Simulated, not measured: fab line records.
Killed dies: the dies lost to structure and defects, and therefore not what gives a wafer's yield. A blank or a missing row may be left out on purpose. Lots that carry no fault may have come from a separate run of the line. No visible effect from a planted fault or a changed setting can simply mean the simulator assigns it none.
fab line records    flow sky130
[record] lots = 12  wafers = 36  last_day = 50
route steps=708 shown VIA1@477 METAL4@629 METAL5@676 PASSIVATION@683 PAD_OPEN@708
lots that met no fault: from a run of the same line without faults
start_h: hours from the record's first day to the start of the lot's first wafer shown    wait_h: hours since the lot's step before    " repeats the value in the row above    L1.1+2: several wafers, shown together as one row    - value missing, or start not given    * or withheld: withheld    < > ~ a bound
route shown NAME@n: NAME is a module with steps in the file, n the number in the route of the first one    usual: the fault-free wafers' mean and standard deviation    same: alike in all rows    chamber/n: place in a boat    sites: the reading at each site    _std_site: how widely they spread, as a standard deviation    _edge_site: mean of outer sites minus mean of inner sites    radius_mm: how far each site lies from the wafer's centre    mask NAME#n: copy n    behind: the tool/chamber that last shaped the wafer    hold: why the lot was held/for how many hours/how that ended    device: the n, p or np transistor that did not switch    end of line: the same wafers' tests at the end of the route    for a step that has no rows: nothing shown but its recipe    killed: not the wafer's yield, but the dies lost to structure and defects at the first sort    map: the dies of a wafer, with x for killed, . for not killed, _ for no die there
set.NAME: the setting the step ran with; set.NAME@STEP: the setting that earlier step ran with    model.NAME: the simulator's own value behind a step, which no gauge read
one table for each step of the route and one row for each wafer, over a sample of lots
services: the hour from which a tool's chamber was out of use, counted from the record's first day as start_h (under 0 if before that day), plus the number of hours and why
[[steps]]
[step SKY_VIA1_CLEAN_19]
[recipe] chemistry = O3/DIW  dry = n2_spin
lot.wafer   tool          chamber  start_h  wait_h
L810.2+3+5  wet_bench-03  2        828.99   0.0
L811.2+4+5  wet_bench-03  0        830.79   0.0
L812.1+2+3  wet_bench-03  3        839.88   0.0
L814.2+3+6  wet_bench-02  0        857.99   0.0
L816.1+3+6  wet_bench-02  3        860.86   0.0
L817.2+3+4  wet_bench-02  3        870.84   0.0
L818.1+2+5  wet_bench-01  1        882.91   0.0
L820.3+5+6  wet_bench-01  1        891.70   0.0
L823.1+4+5  wet_bench-01  0        909.29   0.0
L826.1+2+4  wet_bench-03  0        931.10   0.0
L829.2+3+4  wet_bench-03  3        959.18   0.0
L831.2+5+6  wet_bench-01  0        960.89   0.0
[step SKY_METAL4_CD_MEAS_13]
[recipe] target_cd_nm = 300
[usual] cd_nm = 299.8/1.5
lot.wafer  tool       chamber  start_h  wait_h  cd_nm
L810.2     cd_sem-01  -        1013.51  -       298.7
L810.3     "          -        "        "       298.7
L810.5     "          -        "        "       297.9
L811.2     cd_sem-02  -        1015.39  -       298.8
L811.4     "          -        "        "       298.7
L811.5     "          -        "        "       300.1
L812.1     cd_sem-02  -        1022.64  -       300.8
L812.2     "          -        "        "       302.2
L812.3     "          -        "        "       301.2
L814.2     cd_sem-01  -        1041.36  -       298.9
L814.3     "          -        "        "       299.1
L814.6     "          -        "        "       298.7
L816.1     cd_sem-02  -        1042.97  -       298.6
L816.3     "          -        "        "       299.1
L816.6     "          -        "        "       298.7
L817.2     cd_sem-02  -        1051.21  -       298.4
L817.3     "          -        "        "       297.9
L817.4     "          -        "        "       297.7
L818.1     cd_sem-01  -        1059.47  -       300.7
L818.2     "          -        "        "       299.8
L818.5     "          -        "        "       300.6
L820.3     cd_sem-01  -        1067.41  -       299.5
L820.5     "          -        "        "       300.8
L820.6     "          -        "        "       299.6
L823.1     cd_sem-01  -        1081.69  -       301.4
L823.4     "          -        "        "       300.6
L823.5     "          -        "        "       301.4
L826.1     cd_sem-01  -        1098.19  -       301.7
L826.2     "          -        "        "       301.6
L826.4     "          -        "        "       301.1
L829.2     cd_sem-02  -        1120.79  -       302.2
L829.3     "          -        "        "       302.0
L829.4     "          -        "        "       301.0
L831.2     cd_sem-02  -        1124.67  -       299.0
L831.5     "          -        "        "       300.0
L831.6     "          -        "        "       300.8
[step SKY_METAL5_METAL_ETCH_15]
[recipe] target_depth_a = 12600  stop_on = SiO2  over_etch_frac = 0.2  time_s = 252  chemistry = Cl2/BCl3  resist_sidewall_deg = 86  pressure_mtorr = 10  icp_w = 900  bias_w = 48.5  Cl2_flow_sccm = 60  bcl3_flow_sccm = 30
[usual] drypump_motor_current_A = 5.72/0.24  oes_product_au = 0.894/0.0051  throttle_valve_pct = 22.265/0.0094
[same] time_s = 252
lot.wafer  tool          chamber  start_h  wait_h  drypump_motor_current_A  oes_product_au  rf_hours_counter_h  throttle_valve_pct
L810.2     rie_metal-03  1        1062.74  0.0     5.48                     0.896           14                  22.284
L810.3     "             0        "        "       5.71                     0.893           -                   22.262
L810.5     "             0        "        "       5.71                     0.890           -                   22.263
L811.2     rie_metal-04  0        1063.55  0.0     5.68                     0.892           11                  22.280
L811.4     "             0        "        "       5.69                     0.893           -                   22.255
L811.5     "             1        "        "       5.67                     0.892           -                   22.261
L812.1     rie_metal-04  1        1069.90  0.0     5.70                     0.896           19                  22.264
L812.2     "             0        "        "       5.68                     0.893           12                  22.261
L812.3     "             0        "        "       5.68                     0.889           -                   22.268
L814.2     rie_metal-02  1        1088.19  0.0     5.56                     0.897           9                   22.238
L814.3     "             0        "        "       6.28                     0.896           -                   22.268
L814.6     "             1        "        "       5.58                     0.893           -                   22.267
L816.1     rie_metal-02  1        1089.13  0.0     5.56                     0.895           10                  22.264
L816.3     "             0        "        "       6.30                     0.889           -                   22.250
L816.6     "             0        "        "       6.30                     0.904           -                   22.268
L817.2     rie_metal-04  1        1096.24  0.0     5.71                     0.894           20                  22.274
L817.3     "             0        "        "       5.68                     0.889           -                   22.276
L817.4     "             1        "        "       5.71                     0.898           -                   22.263
L818.1     rie_metal-04  1        1104.65  0.0     5.77                     0.895           21                  22.272
L818.2     "             0        "        "       5.69                     0.885           14                  22.256
L818.5     "             0        "        "       5.70                     0.888           -                   22.272
L820.3     rie_metal-03  1        1113.37  0.1     5.50                     0.898           -                   22.265
L820.5     "             0        "        "       5.70                     0.890           -                   22.271
L820.6     "             1        "        "       5.49                     0.881           -                   22.289
L823.1     rie_metal-03  1        1125.93  0.1     5.48                     0.897           20                  22.259
L823.4     "             1        "        "       5.48                     0.893           -                   22.275
L823.5     "             1        "        "       5.46                     0.892           -                   22.269
L826.1     rie_metal-04  0        1142.39  0.0     5.70                     0.891           17                  22.246
L826.2     "             1        "        "       5.69                     0.887           24                  22.257
L826.4     "             1        "        "       5.68                     0.897           -                   22.271
L829.2     rie_metal-03  0        1161.44  0.0     5.67                     0.902           22                  22.262
L829.3     "             0        "        "       5.69                     0.893           -                   22.263
L829.4     "             1        "        "       5.48                     0.903           -                   22.262
L831.2     rie_metal-04  0        1165.50  0.0     5.68                     0.895           19                  22.268
L831.5     "             0        "        "       5.67                     0.890           -                   22.264
L831.6     "             1        "        "       5.73                     0.903           -                   22.257
[step SKY_PASSIVATION_CVD_02]
[recipe] material = Si3N4  target_thk_nm = 540  temp_c = 400  time_s = withheld  rf_w = 450
[usual] heater_power_w = 657/90
lot.wafer  tool      chamber  start_h  wait_h  heater_power_w
L810.2     pecvd-04  2        1063.66  0.0     469
L810.3     "         1        "        "       690
L810.5     "         1        "        "       685
L811.2     pecvd-04  0        1064.61  0.0     600
L811.4     "         2        "        "       566
L811.5     "         0        "        "       652
L812.1     pecvd-04  2        1070.86  0.1     543
L812.2     "         1        "        "       685
L812.3     "         0        "        "       667
L814.2     pecvd-01  1        1089.11  0.0     744
L814.3     "         2        "        "       770
L814.6     "         2        "        "       799
L816.1     pecvd-04  2        1090.49  0.1     476
L816.3     "         0        "        "       725
L816.6     "         0        "        "       595
L817.2     pecvd-01  1        1097.20  0.0     758
L817.3     "         0        "        "       623
L817.4     "         2        "        "       647
L818.1     pecvd-04  1        1105.59  0.1     575
L818.2     "         2        "        "       563
L818.5     "         2        "        "       578
L820.3     pecvd-01  2        1114.30  0.0     725
L820.5     "         0        "        "       613
L820.6     "         1        "        "       758
L823.1     pecvd-03  1        1127.08  0.1     690
L823.4     "         1        "        "       719
L823.5     "         1        "        "       737
L826.1     pecvd-03  0        1143.30  0.1     605
L826.2     "         2        "        "       799
L826.4     "         2        "        "       826
L829.2     pecvd-01  2        1162.35  0.0     677
L829.3     "         0        "        "       652
L829.4     "         1        "        "       611
L831.2     pecvd-04  2        1166.41  0.0     527
L831.5     "         2        "        "       548
L831.6     "         0        "        "       713
[step SKY_PAD_OPEN_PROBE_99]
[usual] defect_limited_yield = 82.1/1.9  killed_at_M0_to_M3 = 44/6.6  killed_at_M4_up = 3.0/1.9  killed_at_contacts = 24/5.1  killed_at_front_end = 16/4.6  killed_at_other = 0.3/0.59  killed_dies = 88/9.5  killed_on_rim = 17/3.7  killed_open = 48/6.7  killed_short = 40/6.1  sort_bin_3_pad_short = 0.9/0.43  sort_bin_5_function = 10.7/1.6  sort_bin_6_memory = 6.3/1.1  sort_n_pass = 404/9.5  sort_yield_pct = 82.1/1.9
[same] gross_dies = 492  killed_at_back_side = 0  sort_bin_4_leakage[%] = 0  sort_bin_8_speed[%] = 0
lot.wafer  tool       chamber  start_h  wait_h  defect_limited_yield[%]  killed_at_M0_to_M3  killed_at_M4_up  killed_at_contacts  killed_at_front_end  killed_at_other  killed_dies  killed_on_rim  killed_open  killed_short  sort_bin_3_pad_short[%]  sort_bin_5_function[%]  sort_bin_6_memory[%]  sort_n_pass  sort_yield_pct[%]
L811.2     prober-02  -        1109.96  0.1     81.3                     48                  3                22                  19                   0                92           16             45           47            0.4                      13.6                    4.7                   400          81.3
L811.4     prober-02  -        1110.06  0.2     83.5                     51                  4                15                  11                   0                81           13             41           40            1.2                      8.9                     6.3                   411          83.5
L811.5     prober-02  -        1110.11  0.2     84.1                     54                  4                10                  9                    1                78           17             43           35            0.4                      9.1                     6.3                   414          84.1
L817.2     prober-01  -        1139.79  0.1     82.3                     36                  6                29                  16                   0                87           21             48           35            1.4                      10.8                    5.5                   405          82.3
L817.3     prober-01  -        1139.84  0.2     83.1                     37                  4                20                  22                   0                83           12             49           34            1.4                      10.4                    5.1                   409          83.1
L817.4     prober-01  -        1139.89  0.2     84.1                     41                  4                17                  16                   0                78           15             37           41            1.4                      7.1                     7.3                   414          84.1
L826.1     prober-02  -        1180.67  0.1     71.1                     101                 3                17                  20                   1                142          20             40           39            4.1                      17.5                    7.3                   350          71.1
L826.2     prober-02  -        1180.72  0.1     69.3                     103                 2                29                  16                   1                151          27             44           35            3.5                      19.5                    7.7                   341          69.3
L826.4     prober-02  -        1180.82  0.2     69.1                     105                 5                20                  19                   3                152          27             48           35            5.5                      19.3                    6.1                   340          69.1
L829.2     prober-02  -        1197.54  0.1     79.5                     46                  3                34                  17                   1                101          25             56           45            0.6                      12.2                    7.7                   391          79.5
L829.3     prober-02  -        1197.59  0.2     79.7                     38                  3                35                  24                   0                100          24             47           52            1.2                      12.4                    6.7                   392          79.7
L829.4     prober-02  -        1197.64  0.2     81.1                     40                  4                26                  23                   0                93           23             52           41            0.6                      10.6                    7.7                   399          81.1
L831.2     prober-02  -        1201.69  0.1     82.3                     42                  0                29                  16                   0                87           14             39           48            1.6                      9.3                     6.7                   405          82.3
L831.5     prober-02  -        1201.84  0.2     83.3                     44                  2                26                  10                   0                82           13             47           35            0.6                      11.4                    4.7                   410          83.3
L831.6     prober-02  -        1201.89  0.2     85.8                     38                  3                17                  11                   1                70           13             37           33            0.4                      9.6                     4.3                   422          85.8
// killed by level:class
L811.2 VIA1:geometric_particle:open=11 CONTACT:geometric_particle:open=10 POLY_GATE:geometric_particle:short=7 METAL2:geometric_particle:short=7 VIA2:geometric_particle:open=7 METAL1:geometric_particle:short=6 FIELD_ISO:geometric_particle:short=5 LI_CONTACT:geometric_particle:open=4
L811.4 VIA3:geometric_particle:open=9 VIA1:geometric_particle:open=7 METAL2:geometric_particle:short=7 VIA2:geometric_particle:open=6 LOCAL_INTERCONNECT:geometric_particle:short=5 VIA1:geometric_particle:short=5 CONTACT:geometric_particle:open=4 METAL1:geometric_particle:short=4
L811.5 VIA1:geometric_particle:open=11 VIA3:geometric_particle:open=10 METAL2:geometric_particle:short=10 VIA2:geometric_particle:open=8 METAL1:geometric_particle:short=6 LI_CONTACT:geometric_particle:open=4 FIELD_ISO:geometric_particle:short=3 POLY_GATE:geometric_particle:short=3
L817.2 CONTACT:geometric_particle:open=11 VIA1:geometric_particle:open=9 LI_CONTACT:geometric_particle:open=7 POLY_GATE:geometric_particle:open=6 VIA3:geometric_particle:open=6 CONTACT:geometric_particle:short=5 METAL4:geometric_particle:short=5 FIELD_ISO:geometric_particle:short=4
L817.3 VIA1:geometric_particle:open=10 VIA2:geometric_particle:open=7 LI_CONTACT:geometric_particle:open=6 FIELD_ISO:geometric_particle:short=5 CONTACT:geometric_particle:open=5 VIA3:geometric_particle:open=4 SPACER:geometric_particle:open=4 LOCAL_INTERCONNECT:geometric_particle:short=4
L817.4 VIA1:geometric_particle:open=8 METAL2:geometric_particle:short=8 VIA3:geometric_particle:open=7 CONTACT:geometric_particle:open=6 FIELD_ISO:geometric_particle:short=5 VIA1:geometric_particle:short=5 VIA2:geometric_particle:open=5 LOCAL_INTERCONNECT:geometric_particle:short=4
L826.1 VIA1:unspecified=62 VIA2:geometric_particle:open=9 POLY_GATE:geometric_particle:short=7 CONTACT:geometric_particle:open=7 VIA1:geometric_particle:short=6 VIA1:geometric_particle:open=6 FIELD_ISO:geometric_particle:open=5 POLY_GATE:geometric_particle:open=5
L826.2 VIA1:unspecified=71 CONTACT:geometric_particle:open=12 VIA1:geometric_particle:open=7 VIA2:geometric_particle:open=6 FIELD_ISO:geometric_particle:short=5 LI_CONTACT:geometric_particle:open=5 LOCAL_INTERCONNECT:geometric_particle:short=5 VIA3:geometric_particle:open=5
L826.4 VIA1:unspecified=67 VIA2:geometric_particle:open=12 CONTACT:geometric_particle:open=10 FIELD_ISO:geometric_particle:short=7 VIA1:geometric_particle:open=7 METAL3:geometric_particle:short=5 FIELD_ISO:geometric_particle:open=4 CONTACT:geometric_particle:short=4
L829.2 CONTACT:geometric_particle:open=16 CONTACT:geometric_particle:short=7 METAL1:geometric_particle:short=7 VIA1:geometric_particle:open=7 VIA2:geometric_particle:open=7 VIA1:geometric_particle:short=6 FIELD_ISO:geometric_particle:short=5 LI_CONTACT:geometric_particle:open=5
L829.3 CONTACT:geometric_particle:open=14 VIA1:geometric_particle:open=14 FIELD_ISO:geometric_particle:short=9 VIA1:geometric_particle:short=9 CONTACT:geometric_particle:short=8 LOCAL_INTERCONNECT:geometric_particle:short=6 POLY_GATE:geometric_particle:short=5 LI_CONTACT:geometric_particle:open=5
L829.4 CONTACT:geometric_particle:open=12 FIELD_ISO:geometric_particle:short=8 VIA1:geometric_particle:open=8 VIA3:geometric_particle:open=8 CONTACT:geometric_particle:short=7 FIELD_ISO:geometric_particle:open=6 METAL2:geometric_particle:short=6 LI_CONTACT:geometric_particle:open=4
L831.2 FIELD_ISO:geometric_particle:short=8 METAL1:geometric_particle:short=8 VIA1:geometric_particle:open=8 LI_CONTACT:geometric_particle:short=7 LOCAL_INTERCONNECT:geometric_particle:short=7 VIA2:geometric_particle:open=7 LI_CONTACT:geometric_particle:open=6 VIA3:geometric_particle:open=5
L831.5 VIA1:geometric_particle:open=11 VIA2:geometric_particle:open=7 LI_CONTACT:geometric_particle:open=7 CONTACT:geometric_particle:open=7 VIA1:geometric_particle:short=6 METAL1:geometric_particle:short=5 VIA3:geometric_particle:open=5 LOCAL_INTERCONNECT:geometric_particle:short=4
L831.6 VIA3:geometric_particle:open=9 VIA2:geometric_particle:open=6 CONTACT:geometric_particle:open=6 METAL2:geometric_particle:short=6 LI_CONTACT:geometric_particle:open=5 VIA1:geometric_particle:open=5 LI_CONTACT:geometric_particle:short=4 VIA1:geometric_particle:short=4
[[services]]
tool          chamber  start_h  hours  kind
rie_metal-04  1        805.43   3.9    repair
rie_metal-02  -        823.21   28.1   pm
pecvd-01      -        832.99   2.0    repair
rie_metal-04  0        835.86   -      clean
rie_metal-04  0        835.86   14.4   scheduled_down
pecvd-03      0        858.35   10.5   repair
rie_metal-02  -        868.90   0.4    repair
rie_metal-03  -        888.15   0.2    repair
wet_bench-03  -        889.59   5.2    repair
pecvd-01      1        907.38   18.1   repair
pecvd-03      -        926.21   1.1    repair
pecvd-03      -        927.98   0.5    repair
rie_metal-03  1        939.38   2.1    repair
rie_metal-03  -        980.08   2.8    pm
rie_metal-03  0        985.53   15.9   repair
pecvd-01      2        1004.87  7.9    repair
rie_metal-04  1        1015.53  2.3    repair
pecvd-03      -        1037.55  0.4    repair
pecvd-01      -        1038.09  15.6   pm
pecvd-03      -        1043.69  1.2    repair
rie_metal-03  0        1093.79  5.3    repair
rie_metal-03  1        1117.79  3.1    repair
rie_metal-02  -        1127.77  2.8    pm
pecvd-03      -        1153.54  0.7    repair
[[key]]
[first_sign] step = SKY_PAD_OPEN_PROBE_99  reading = killed_at_M0_to_M3  direction = up  sigmas = 9  usual = 44  struck = 103
[effect] step = SKY_PAD_OPEN_PROBE_99  reading = sort_bin_3_pad_short  direction = up  sigmas = 7.9  usual = 0.9  struck = 4.3
met_at SKY_VIA1_CLEAN_19
struck_lots L826
struck_wafers L826.1,L826.2,L826.4
not_acting_at SKY_METAL4_CD_MEAS_13,SKY_METAL5_METAL_ETCH_15,SKY_PASSIVATION_CVD_02
onset_between 830.79 931.10
[fault] kind = chamber_particle_source  tool = wet_bench-03  chamber = 0  onset_h = 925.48  steps = SKY_VIA1_CLEAN_19  rate_per_visit_cm2 = 1.7477  end_h = 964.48
